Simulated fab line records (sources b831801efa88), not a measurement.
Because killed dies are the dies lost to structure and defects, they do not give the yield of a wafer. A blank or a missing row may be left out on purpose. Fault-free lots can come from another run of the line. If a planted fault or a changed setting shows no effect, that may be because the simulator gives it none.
Matching of chambers + flow sky130 + SKY_CONTACT_ETCH_16 on rieDiel-04: 4 sister chambers
The step etches BARC in N2/H2, stops on SiO2, time 45.9 s, target depth 60 nm. 22 wafers are shown with their chamber, then 11 later ones without.

## WAFERS PAIRED WITH THEIR CHAMBERS
| wafer  | chamber | drypumpMotorCurrentA (A) | throttleValvePct (%) | oesProductAu (a.u.) |
|--------|---------|--------------------------|----------------------|---------------------|
| L074.2 | 0       | 4.7                      | 13.247               | 0.858               |
| L074.3 | 1       | 5.8                      | 13.213               | 0.851               |
| L074.4 | 2       | 5.3                      | 13.228               | 0.855               |
| L075.3 | 3       | 5.8                      | 13.221               | 0.851               |
| L075.5 | 1       | 5.8                      | 13.228               | 0.853               |
| L075.6 | 3       | 5.8                      | 13.219               | 0.857               |
| L079.1 | 2       | 5.2                      | 13.224               | 0.853               |
| L079.4 | 3       | 5.8                      | 13.223               | 0.852               |
| L079.6 | 0       | 4.7                      | 13.227               | 0.855               |
| L080.1 | 0       | 4.7                      | 13.225               | 0.858               |
| L080.3 | 3       | 5.8                      | 13.239               | 0.860               |
| L080.5 | 2       | 5.3                      | 13.211               | 0.856               |
| L081.3 | 1       | 5.8                      | 13.232               | 0.856               |
| L081.4 | 3       | 5.8                      | 13.227               | 0.862               |
| L081.6 | 3       | 5.8                      | 13.226               | 0.857               |
| L084.2 | 1       | 5.8                      | 13.224               | 0.850               |
| L084.5 | 0       | 4.7                      | 13.234               | 0.854               |
| L084.6 | 1       | 5.8                      | 13.212               | 0.860               |
| L086.1 | 0       | 4.7                      | 13.213               | 0.852               |
| L086.3 | 1       | 5.8                      | 13.220               | 0.859               |
| L086.4 | 2       | 5.2                      | 13.207               | 0.865               |
| L090.1 | 2       | 5.2                      | 13.209               | 0.857               |

SIGNATURES (means of the wafers above)
| reading              | chamber 0 | chamber 1 | chamber 2 | chamber 3 | scatter within a chamber |
|----------------------|-----------|-----------|-----------|-----------|--------------------------|
| drypumpMotorCurrentA | 4.700     | 5.800     | 5.240     | 5.800     | 0.0258                   |
| throttleValvePct     | 13.22920  | 13.22150  | 13.21580  | 13.22583  | 0.00932                  |
| oesProductAu         | 0.85540   | 0.85483   | 0.85720   | 0.85650   | 0.00403                  |
Rule: distance of a wafer from a chamber = root of the sum over the readings of ((wafer's reading minus chamber's mean) / reading's scatter) squared. If the next closest chamber is less than 2 further off than the closest, the wafer can't be placed; otherwise it belongs to the closest. The scatter: take each reading less its chamber's mean, square it, sum over the shown wafers, divide by the number of wafers less the number of chambers, and take the root.

## WAFERS WITHOUT THEIR CHAMBER
| wafer  | drypumpMotorCurrentA (A) | throttleValvePct (%) | oesProductAu (a.u.) |
|--------|--------------------------|----------------------|---------------------|
| L090.3 | 5.8                      | 13.212               | 0.858               |
| L090.4 | 5.7                      | 13.209               | 0.852               |
| L093.2 | 5.8                      | 13.231               | 0.856               |
| L093.5 | 4.6                      | 13.214               | 0.853               |
| L093.6 | 5.8                      | 13.215               | 0.852               |
| L095.1 | 4.7                      | 13.231               | 0.849               |
| L095.2 | 5.3                      | 13.238               | 0.848               |
| L095.5 | 4.7                      | 13.219               | 0.866               |
| L096.1 | 5.8                      | 13.222               | 0.859               |
| L096.3 | 4.7                      | 13.224               | 0.857               |
| L096.4 | 5.8                      | 13.217               | 0.868               |

## WHICH CHAMBER EACH WENT THROUGH
| wafer  | from the rows above     | in truth |
|--------|-------------------------|----------|
| L090.3 | can't be placed: 1 or 3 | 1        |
| L090.4 | can't be placed: 1 or 3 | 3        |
| L093.2 | can't be placed: 3 or 1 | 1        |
| L093.5 | 0                       | 0        |
| L093.6 | can't be placed: 1 or 3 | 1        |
| L095.1 | 0                       | 0        |
| L095.2 | 2                       | 2        |
| L095.5 | 0                       | 0        |
| L096.1 | can't be placed: 3 or 1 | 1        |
| L096.3 | 0                       | 0        |
| L096.4 | can't be placed: 3 or 1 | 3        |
Placed correctly: 5 of 11. Can't be placed from these rows: 6 (the true chamber is among the candidates in 6). Number placed wrongly: 0.
